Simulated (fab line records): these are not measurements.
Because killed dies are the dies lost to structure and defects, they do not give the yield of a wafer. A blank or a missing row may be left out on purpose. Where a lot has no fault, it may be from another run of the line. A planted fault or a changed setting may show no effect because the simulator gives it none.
Which of the tools did it? + flow sky130 + 11 lots, 33 wafers sampled, at 6 steps of a route of 708

== WHAT THE GAUGES READ, wafer by wafer ==
SKY_VIA3_OVL_MEAS_13. Usual: for VIA3_OVL the level is 2 nm and the standard deviation is 6.1.
| lot  | measured     | on         | VIA3_OVL (nm) | flag |
|------|--------------|------------|---------------|------|
| L881 | day 39 20:20 | overlay-02 | 10 7 17       |      |
| L883 | day 40 09:43 | overlay-02 | -9 -4 -11     |      |
| L884 | day 40 11:02 | overlay-01 | 14 14 5       |      |
| L885 | day 41 00:32 | overlay-01 | -1 5 3        |      |
| L892 | day 43 10:38 | overlay-01 | -13 -6 -7     |      |
| L894 | day 43 13:02 | overlay-02 | 0 -1 7        |      |
| L899 | day 44 20:59 | overlay-02 | -10 -6 -6     |      |
| L900 | day 44 20:32 | overlay-02 | -12 -5 -1     |      |
| L901 | day 45 02:53 | overlay-01 | -1 4 -1       |      |
| L903 | day 45 18:32 | overlay-01 | 3 0 -4        |      |
| L904 | day 45 21:38 | overlay-01 | 3 -2 4        |      |

SKY_VIA4_RS_MEAS_19: a four-point-probe measurement. Usual: for VIA4_W_RS the level is 0.2265 ohm/sq and the standard deviation is 0.0027.
| lot  | measured     | on           | VIA4_W_RS (ohm/sq)   | flag |
|------|--------------|--------------|----------------------|------|
| L881 | day 42 22:26 | filmMetro-03 | 0.2279 0.2249 0.2258 |      |
| L883 | day 43 13:07 | filmMetro-03 | 0.2224 0.2249 0.2244 |      |
| L884 | day 43 15:58 | filmMetro-01 | 57.773 59.586 58.278 | OFF  |
| L885 | day 44 01:23 | filmMetro-01 | 56.687 57.198 56.341 | OFF  |
| L892 | day 46 08:14 | filmMetro-02 | 0.2276 0.2328 0.2273 |      |
| L894 | day 46 11:55 | filmMetro-01 | 0.2223 0.2262 0.2276 |      |
| L899 | day 47 15:13 | filmMetro-03 | 0.2313 0.2311 0.2281 |      |
| L900 | day 47 15:01 | filmMetro-03 | 0.2261 0.2223 0.2227 |      |
| L901 | day 47 20:02 | filmMetro-03 | 0.2261 0.2261 0.2291 |      |
| L903 | day 48 12:03 | filmMetro-02 | 0.2258 0.2234 0.2249 |      |
| L904 | day 48 13:58 | filmMetro-03 | 0.2231 0.2222 0.2207 |      |

SKY_VIA4_THK_MEAS_20: measures by xrf. Usual: for VIA4_W_THK the level is 495 nm and the standard deviation is 7.6.
| lot  | measured     | on           | VIA4_W_THK (nm) | flag |
|------|--------------|--------------|-----------------|------|
| L881 | day 42 22:33 | filmMetro-03 | 483 488 485     |      |
| L883 | day 43 13:14 | filmMetro-03 | 501 495 495     |      |
| L884 | day 43 16:05 | filmMetro-01 | - - -           | OFF  |
| L885 | day 44 01:30 | filmMetro-01 | <0 - <0         | OFF  |
| L892 | day 46 08:21 | filmMetro-02 | 495 484 496     |      |
| L894 | day 46 12:02 | filmMetro-01 | 510 498 497     |      |
| L899 | day 47 15:18 | filmMetro-03 | 476 477 485     |      |
| L900 | day 47 15:07 | filmMetro-03 | 489 496 497     |      |
| L901 | day 47 20:10 | filmMetro-03 | 489 488 481     |      |
| L903 | day 48 12:10 | filmMetro-02 | 491 499 496     |      |
| L904 | day 48 14:05 | filmMetro-03 | 494 494 503     |      |

== WHAT TOOL EACH LOT RAN ON (gives the tool, then ch and the chambers of the sampled wafers, and finally the start) ==
| lot  | SKY_METAL3_SPUTTER_00       | SKY_METAL3_SPUTTER_04       | SKY_VIA4_CVD_18              |
|------|-----------------------------|-----------------------------|------------------------------|
| L881 | pvdSputter-01, day 36 12:47 | pvdSputter-01, day 36 12:53 | cvdW-02 ch 0,1, day 42 22:16 |
| L883 | pvdSputter-01, day 37 03:21 | pvdSputter-01, day 37 03:27 | cvdW-02 ch 0,1, day 43 12:58 |
| L884 | pvdSputter-01, day 37 05:48 | pvdSputter-01, day 37 05:55 | cvdW-02 ch 0,1, day 43 15:49 |
| L885 | pvdSputter-01, day 37 19:22 | pvdSputter-01, day 37 19:28 | cvdW-01 ch 0,1, day 44 01:13 |
| L892 | pvdSputter-04, day 40 08:25 | pvdSputter-04, day 40 08:31 | cvdW-01 ch 0,1, day 46 08:04 |
| L894 | pvdSputter-01, day 40 11:22 | pvdSputter-01, day 40 11:29 | cvdW-01 ch 0,1, day 46 11:46 |
| L899 | pvdSputter-04, day 41 20:52 | pvdSputter-04, day 41 20:58 | cvdW-01 ch 0,1, day 47 15:02 |
| L900 | pvdSputter-02, day 41 21:20 | pvdSputter-02, day 41 21:26 | cvdW-02 ch 0,1, day 47 14:50 |
| L901 | pvdSputter-04, day 42 04:37 | pvdSputter-04, day 42 04:43 | cvdW-01 ch 0,1, day 47 19:53 |
| L903 | pvdSputter-04, day 42 20:02 | pvdSputter-04, day 42 20:08 | cvdW-02 ch 1, day 48 11:52   |
| L904 | pvdSputter-04, day 43 01:49 | pvdSputter-04, day 43 01:55 | cvdW-02 ch 0, day 48 13:49   |
- SKY_METAL3_SPUTTER_00: material Ti, target thk 15 nm, time 10 s.
- SKY_METAL3_SPUTTER_04: material TiN, target thk 70 nm, time 58.3 s.
- SKY_VIA4_CVD_18: deposits W, target thk 505 nm, time 152.14 s.

== AS READ BY THE TOOLS THEMSELVES (means over the sampled wafers that have a number; for cases with no such wafer, the mark the record gives instead) ==
SKY_METAL3_SPUTTER_00. Usual: throttleValvePct at 30.1 %, with a standard deviation of 0.93.
| lot  | tool          | throttleValvePct (%) | flag |
|------|---------------|----------------------|------|
| L881 | pvdSputter-01 | 30.5                 |      |
| L883 | pvdSputter-01 | 30.4                 |      |
| L884 | pvdSputter-01 | 29.5                 |      |
| L885 | pvdSputter-01 | 30.3                 |      |
| L892 | pvdSputter-04 | 29.1                 |      |
| L894 | pvdSputter-01 | 31.1                 |      |
| L899 | pvdSputter-04 | 29.5                 |      |
| L900 | pvdSputter-02 | 30.4                 |      |
| L901 | pvdSputter-04 | 29.4                 |      |
| L903 | pvdSputter-04 | 29.6                 |      |
| L904 | pvdSputter-04 | 29.9                 |      |

SKY_METAL3_SPUTTER_04. Usual: throttleValvePct at 30.1 %, with a standard deviation of 0.92.
| lot  | tool          | throttleValvePct (%) | flag |
|------|---------------|----------------------|------|
| L881 | pvdSputter-01 | 30.5                 |      |
| L883 | pvdSputter-01 | 30.3                 |      |
| L884 | pvdSputter-01 | 29.4                 |      |
| L885 | pvdSputter-01 | 30.3                 |      |
| L892 | pvdSputter-04 | 29.4                 |      |
| L894 | pvdSputter-01 | 31.1                 |      |
| L899 | pvdSputter-04 | 29.5                 |      |
| L900 | pvdSputter-02 | 30.3                 |      |
| L901 | pvdSputter-04 | 29.5                 |      |
| L903 | pvdSputter-04 | 29.4                 |      |
| L904 | pvdSputter-04 | 29.9                 |      |

SKY_VIA4_CVD_18. Usual: chamberPressureTorr 40.00 Torr, standard deviation 0.095; heaterPowerOuterW 502 W, standard deviation 48; heaterPowerW 834 W, standard deviation 74; susceptorTempC 400.01 C, standard deviation 0.22.
| lot  | tool    | chamberPressureTorr (Torr) | heaterPowerOuterW (W) | heaterPowerW (W) | susceptorTempC (C) | flag |
|------|---------|----------------------------|-----------------------|------------------|--------------------|------|
| L881 | cvdW-02 | 40.05                      | 503                   | 831              | 399.93             |      |
| L883 | cvdW-02 | 40.12                      | 505                   | 864              | 400.11             |      |
| L884 | cvdW-02 | -                          | -                     | -                | -                  | OFF  |
| L885 | cvdW-01 | -                          | -                     | -                | -                  | OFF  |
| L892 | cvdW-01 | 40.00                      | 522                   | 837              | 399.83             |      |
| L894 | cvdW-01 | 40.08                      | 474                   | 790              | 399.79             |      |
| L899 | cvdW-01 | 40.00                      | 521                   | 844              | 400.10             |      |
| L900 | cvdW-02 | 39.93                      | 509                   | 837              | 399.88             |      |
| L901 | cvdW-01 | 40.02                      | 518                   | 856              | 400.05             |      |
| L903 | cvdW-02 | 39.88                      | 498                   | 817              | 400.19             |      |
| L904 | cvdW-02 | 39.98                      | 513                   | 895              | 399.66             |      |

== THE ANSWER, worked out from the rows above alone ==
Rule: take the mean of a lot's wafers that have a number; if it is more than 3 standard deviations from the usual mean, the lot is off. Also off: a lot with no number at a reading for which 4 or more lots have one. Any other lot the step has rows for is counted as sound. Order of review: gauges by route order, followed by the tools' own readings, for which a lot's mean as printed above is used. The first step at which some lot is off is used, and at that step the reading that is off furthest; a lot without a number counts as furthest.
Off: L884, L885, at SKY_VIA4_RS_MEAS_19 (VIA4_W_RS).
A tool fits if, at a process step before that reading, it ran every lot that is off, and no sound lot after the first of them. The gauges at SKY_VIA4_RS_MEAS_19 aren't tried: what is off there is off at SKY_VIA4_CVD_18 too, on other tools, and a gauge's error can't cause that. No candidate that was tried fits.

== WHAT THE SIMULATOR PUT IN ==
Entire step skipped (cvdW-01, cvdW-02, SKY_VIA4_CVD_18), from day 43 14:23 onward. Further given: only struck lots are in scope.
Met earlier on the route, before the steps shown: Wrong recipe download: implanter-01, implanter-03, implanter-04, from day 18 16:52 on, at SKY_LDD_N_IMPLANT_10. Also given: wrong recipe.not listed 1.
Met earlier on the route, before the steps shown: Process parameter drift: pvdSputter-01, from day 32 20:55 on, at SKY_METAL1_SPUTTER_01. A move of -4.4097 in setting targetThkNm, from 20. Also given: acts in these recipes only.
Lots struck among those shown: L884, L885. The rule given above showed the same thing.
